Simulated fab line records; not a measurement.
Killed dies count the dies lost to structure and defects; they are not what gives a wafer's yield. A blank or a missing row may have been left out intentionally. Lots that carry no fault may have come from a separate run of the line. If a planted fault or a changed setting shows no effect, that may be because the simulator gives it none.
Struck lot and sound lot, side by side ; flow sky130 ; 13 out of 708 route steps
Sound: these wafers, L662.2, L662.3, L662.5. Struck: wafers L675.2, L675.3, L675.6. The cause comes at the end.
Each step with rows lists, per side, the tool, then ch with its chambers, then its first start. Under that, the readings that differ: sound wafers ; struck wafers ; difference of the means ; sigmas: that difference in standard deviations of wafers without a fault.
alike: same words and numbers on both sides, and readings whose means sit less than 2 such deviations apart. not compared: any withheld reading, any reading some wafer has no value for, any bound like >300 that may hide the same value, and any number with overlapping values for which the record gives no deviation.
The two part at a step that has a row with sigmas, a row that says differs or no value, or rows on one side only. Numbers that don't overlap but have no deviation are shown without sigmas and don't part them. A reading that every wafer of one side lacks parts them only if that side has two wafers or more.

SKY_NWELL_TW_MEAS_26:
  sound on filmMetro-04 at day 6 00:29; struck on filmMetro-04 at day 9 08:30
  alike: NWELL_2_TW
then, 1 step without rows for these wafers: SKY_NWELL_CLEAN_27 (cleans in SC1/SC2, time 150 s).
SKY_NWELL_RTA_28: time 30 s.
  sound on rtpAnneal-02 ch 0, day 6 00:37; struck on rtpAnneal-01 ch 0, day 9 08:38
  alike: lampPowerPct, wafer_temp_C_max
SKY_NWELL_RS_MEAS_29: measures by four-point-probe.
  sound on filmMetro-01 at day 6 00:43; struck on filmMetro-02 at day 9 08:49
  alike: NWELL_RS
SKY_NWELL_RS_MEAS_31: measures by four-point-probe.
  sound on filmMetro-01 at day 6 00:57; struck on filmMetro-02 at day 9 09:04
  alike: PWDE_RS
then, 6 steps without rows for these wafers: SKY_VT_ADJUST_HVTP_DEHYDRATE_00 (time 60 s); SKY_VT_ADJUST_HVTP_HMDS_01 (prime time 60 s); SKY_VT_ADJUST_HVTP_COAT_02 (resist thk 1140 nm); SKY_VT_ADJUST_HVTP_SOFTBAKE_03 (time 60 s); SKY_VT_ADJUST_HVTP_EXPOSE_04 (exposes mask HVTPM, target cd 380 nm); SKY_VT_ADJUST_HVTP_PEB_05.
SKY_VT_ADJUST_HVTP_DEVELOP_06: develop time 60 s.
  sound on lithoTrack-03 ch 0, day 6 19:35; struck on lithoTrack-04 ch 0, day 10 05:55
reading;sound;struck;difference;sigmas
developerTempC (C);22.91 23.06 23.02;25.24 25.16 25.20;+2.20;+24
  alike: chillPlateTempC
SKY_VT_ADJUST_HVTP_CD_MEAS_07 targets a cd of 380 nm.
  sound on cdSem-01 at day 6 19:43; struck on cdSem-01 at day 10 06:04
  alike: cdNm

WHERE THEY PART
Only at SKY_VT_ADJUST_HVTP_DEVELOP_06, as far as this record shows. Later steps at which nothing parts them and some readings are alike: SKY_VT_ADJUST_HVTP_CD_MEAS_07.

WHY: what had been put in by the simulator
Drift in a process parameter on lithoTrack-04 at SKY_VT_ADJUST_HVTP_DEVELOP_06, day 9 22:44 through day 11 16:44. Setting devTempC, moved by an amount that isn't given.
